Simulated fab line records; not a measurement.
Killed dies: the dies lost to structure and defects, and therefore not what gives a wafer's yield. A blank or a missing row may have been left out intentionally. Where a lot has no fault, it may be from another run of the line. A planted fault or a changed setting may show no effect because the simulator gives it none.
Which tool is to blame? | flow sky130 | 10 lots, 30 wafers sampled, at 7 steps of a route of 708

WHAT THE GAUGES READ, wafer by wafer
SKY_CONTACT_RS_MEAS_25: measurement is done with a four-point probe.
lot  | measured     | on           | CONTACT_W_RS (ohm/sq)
L100 | day 32 06:22 | filmMetro-03 | 0.335 0.339 0.342
L101 | day 32 07:02 | filmMetro-04 | 0.336 0.332 0.335
L102 | day 32 11:37 | filmMetro-04 | 0.336 0.333 0.343
L104 | day 33 08:02 | filmMetro-02 | 0.340 0.337 0.333
L113 | day 35 13:59 | filmMetro-03 | 0.337 0.343 0.336
L112 | day 35 14:48 | filmMetro-03 | 0.282 0.283 0.281 0.283 0.283 0.281
L114 | day 35 16:57 | filmMetro-03 | 0.335 0.331 0.332
L115 | day 35 21:54 | filmMetro-04 | 0.280 0.280 0.279 0.281 0.280 0.279
L116 | day 36 10:08 | filmMetro-04 | 0.331 0.279 0.281 0.331 0.279 0.281
L122 | day 38 13:10 | filmMetro-04 | 0.338 0.333 0.336

SKY_CONTACT_THK_MEAS_26: measures by xrf.
lot  | measured     | on           | CONTACT_W_THK (nm)
L100 | day 32 06:29 | filmMetro-03 | 342 339 335
L101 | day 32 07:09 | filmMetro-04 | 334 338 333
L102 | day 32 11:43 | filmMetro-04 | 333 338 328
L104 | day 33 08:09 | filmMetro-02 | 333 337 340
L113 | day 35 14:06 | filmMetro-03 | 336 331 336
L112 | day 35 17:16 | filmMetro-03 | 398 396 398 399 400 403
L114 | day 35 17:04 | filmMetro-03 | 339 341 342
L115 | day 36 00:19 | filmMetro-02 | 402 399 404 401 400 405
L116 | day 36 14:16 | filmMetro-04 | 343 408 399 341 402 401
L122 | day 38 13:16 | filmMetro-04 | 332 333 332

SKY_METAL1_CD_MEAS_15: the cd target is 140 nm.
lot  | measured     | on       | cdNm (nm)
L100 | day 33 09:43 | cdSem-01 | 135.8 136.3 137.2
L101 | day 33 10:21 | cdSem-01 | 139.6 140.8 140.0
L102 | day 33 14:07 | cdSem-02 | 141.7 141.4 139.8
L104 | day 34 11:39 | cdSem-02 | 139.1 139.3 141.1
L113 | day 36 15:54 | cdSem-01 | 139.7 140.8 139.9
L112 | day 36 17:26 | cdSem-01 | 140.4 140.3 140.4
L114 | day 36 19:24 | cdSem-02 | 140.6 142.5 140.8
L115 | day 37 01:26 | cdSem-01 | 141.0 141.2 139.0
L116 | day 37 12:42 | cdSem-01 | 142.7 141.7 142.0
L122 | day 39 14:56 | cdSem-01 | 139.3 140.3 138.9

EACH LOT AND THE TOOL THAT RAN IT (in order: tool; ch and the chambers of the sampled wafers; start)
lot  | SKY_LOCAL_INTERCONNECT_STRIP_15     | SKY_CONTACT_CVD_24           | SKY_CONTACT_CMP_27            | SKY_METAL1_SPUTTER_00
L100 | plasmaAsher-02 ch 0,1, day 31 00:25 | cvdW-02 ch 0,1, day 32 06:14 | cmp-01 ch 0,3, day 32 06:46   | pvdSputter-04, day 32 07:04
L101 | plasmaAsher-04 ch 0,1, day 31 00:46 | cvdW-02 ch 0,1, day 32 06:55 | cmp-01 ch 0,1,2, day 32 07:22 | pvdSputter-03, day 32 07:40
L102 | plasmaAsher-04 ch 0,1, day 31 06:09 | cvdW-02 ch 0,1, day 32 11:29 | cmp-01 ch 0,2,3, day 32 11:49 | pvdSputter-03, day 32 12:04
L104 | plasmaAsher-03 ch 0,1, day 32 03:04 | cvdW-02 ch 0,1, day 33 07:55 | cmp-01 ch 0,1,3, day 33 08:22 | pvdSputter-01, day 33 08:31
L113 | plasmaAsher-04 ch 0,1, day 34 10:07 | cvdW-01 ch 0,1, day 35 13:52 | cmp-02 ch 0,2,3, day 35 14:10 | pvdSputter-01, day 35 14:28
L112 | plasmaAsher-02 ch 0,1, day 34 10:24 | cvdW-02 ch 1, day 35 14:38   | cmp-01 ch 0,3, day 35 20:20   | pvdSputter-03, day 35 20:38
L114 | plasmaAsher-02 ch 0,1, day 34 13:16 | cvdW-01 ch 0,1, day 35 16:50 | cmp-01 ch 0,1,2, day 35 17:17 | pvdSputter-04, day 35 17:26
L115 | plasmaAsher-03 ch 1, day 34 18:19   | cvdW-02 ch 1, day 35 21:47   | cmp-01 ch 1,2,3, day 36 04:28 | pvdSputter-01, day 36 04:40
L116 | plasmaAsher-02 ch 0, day 35 06:26   | cvdW-02 ch 0,1, day 36 10:01 | cmp-02 ch 0,1, day 36 16:05   | pvdSputter-03, day 36 16:23
L122 | plasmaAsher-02 ch 0,1, day 37 09:52 | cvdW-01 ch 0,1, day 38 13:02 | cmp-01 ch 0,1, day 38 13:22   | pvdSputter-01, day 38 13:37
- SKY_LOCAL_INTERCONNECT_STRIP_15: strips in O2/N2.
- SKY_CONTACT_CVD_24: deposits W, target thk 340 nm, time 102.12 s.
- SKY_CONTACT_CMP_27: polishes, stops on SiO2, t overpolish 15 s, target thk 0 nm.
- SKY_METAL1_SPUTTER_00: material Ti, target thk 15 nm, time 10 s.

AS READ BY THE TOOLS THEMSELVES (means over the sampled wafers that have a number; for cases with no such wafer, the mark the record gives instead)
SKY_LOCAL_INTERCONNECT_STRIP_15.
lot  | tool           | drypumpMotorCurrentA (A) | o2FlowSccm (sccm) | oesProductAu (a.u.) | stripTimeToEndpointS (s)
L100 | plasmaAsher-02 | 5.4                      | 3002              | 0.434               | 4.710
L101 | plasmaAsher-04 | 6.2                      | 2994              | 0.426               | 4.711
L102 | plasmaAsher-04 | 6.3                      | 3004              | 0.424               | 4.719
L104 | plasmaAsher-03 | 5.1                      | 3008              | 0.422               | 4.698
L113 | plasmaAsher-04 | 6.2                      | 2999              | 0.429               | 4.735
L112 | plasmaAsher-02 | 5.5                      | 3006              | 0.429               | 4.717
L114 | plasmaAsher-02 | 5.3                      | 2996              | 0.423               | 4.675
L115 | plasmaAsher-03 | 5.9                      | 3004              | 0.417               | 4.694
L116 | plasmaAsher-02 | 5.6                      | 2983              | 0.427               | 4.710
L122 | plasmaAsher-02 | 5.5                      | 3002              | 0.421               | 4.717

SKY_CONTACT_CVD_24.
lot  | tool    | heaterPowerW (W)
L100 | cvdW-02 | 907
L101 | cvdW-02 | 914
L102 | cvdW-02 | 899
L104 | cvdW-02 | 918
L113 | cvdW-01 | 789
L112 | cvdW-02 | 931
L114 | cvdW-01 | 802
L115 | cvdW-02 | 933
L116 | cvdW-02 | 909
L122 | cvdW-01 | 829

SKY_CONTACT_CMP_27.
lot  | tool   | motorCurrentA (A) | slurryFlowMlMin | timeToEndpointS (s)
L100 | cmp-01 | 12.4              | 150.3           | 84
L101 | cmp-01 | 11.5              | 150.3           | 86
L102 | cmp-01 | 11.9              | 149.7           | 86
L104 | cmp-01 | 11.3              | 150.0           | 87
L113 | cmp-02 | 10.8              | 150.0           | 83
L112 | cmp-01 | 12.1              | 150.1           | 99
L114 | cmp-01 | 11.8              | 149.9           | 86
L115 | cmp-01 | 10.8              | 149.7           | 96
L116 | cmp-02 | 10.7              | 150.4           | 98
L122 | cmp-01 | 12.7              | 150.3           | 81

SKY_METAL1_SPUTTER_00.
lot  | tool          | throttleValvePct (%)
L100 | pvdSputter-04 | 30.7
L101 | pvdSputter-03 | 29.0
L102 | pvdSputter-03 | 28.6
L104 | pvdSputter-01 | 30.2
L113 | pvdSputter-01 | 30.7
L112 | pvdSputter-03 | 29.5
L114 | pvdSputter-04 | 31.0
L115 | pvdSputter-01 | 30.7
L116 | pvdSputter-03 | 29.0
L122 | pvdSputter-01 | 30.9

THE ANSWER, worked out from the rows above alone
Rule: the usual values come from the lots themselves. The widest of any qualifying gaps counts: lots, ordered by their means at a reading, are off when they make up no more than a third of the lots, leave a main group of 4 or more, and stand apart from it by 3 or more times the standard deviation of that group's means. If all means in a main group match to the digits the tables above print for the reading, that group is not used. Also off: a lot with no number at a reading for which 4 or more lots have one. All remaining lots with rows at the step are treated as sound. Order of review: gauges by route order, followed by the tools' own readings, for which a lot's mean as printed above is used. At the first step where some lot is off, the reading lying furthest off is the one used; lots without a number count as furthest.
Off: L112, L115, L116, at SKY_CONTACT_RS_MEAS_25 (CONTACT_W_RS). Main group: mean 0.336 ohm/sq, sd 0.0021.
A tool fits if, at a process step before that reading, it ran every lot that is off, and no sound lot after the first of them. Not tried: the gauges at SKY_CONTACT_RS_MEAS_25; whatever is off there is also off at SKY_CONTACT_CMP_27, on other tools, and gauge error can't account for it. One fits: SKY_CONTACT_CVD_24 on cvdW-02. A fault onset in the window from L104 (day 33 07:55, its last sound lot) to L112 (day 35 14:38, its first lot off) fits.

WHAT HAD BEEN PUT IN BY THE SIMULATOR
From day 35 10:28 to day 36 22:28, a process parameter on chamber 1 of cvdW-02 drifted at SKY_CONTACT_CVD_24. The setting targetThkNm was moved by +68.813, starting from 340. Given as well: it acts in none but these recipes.
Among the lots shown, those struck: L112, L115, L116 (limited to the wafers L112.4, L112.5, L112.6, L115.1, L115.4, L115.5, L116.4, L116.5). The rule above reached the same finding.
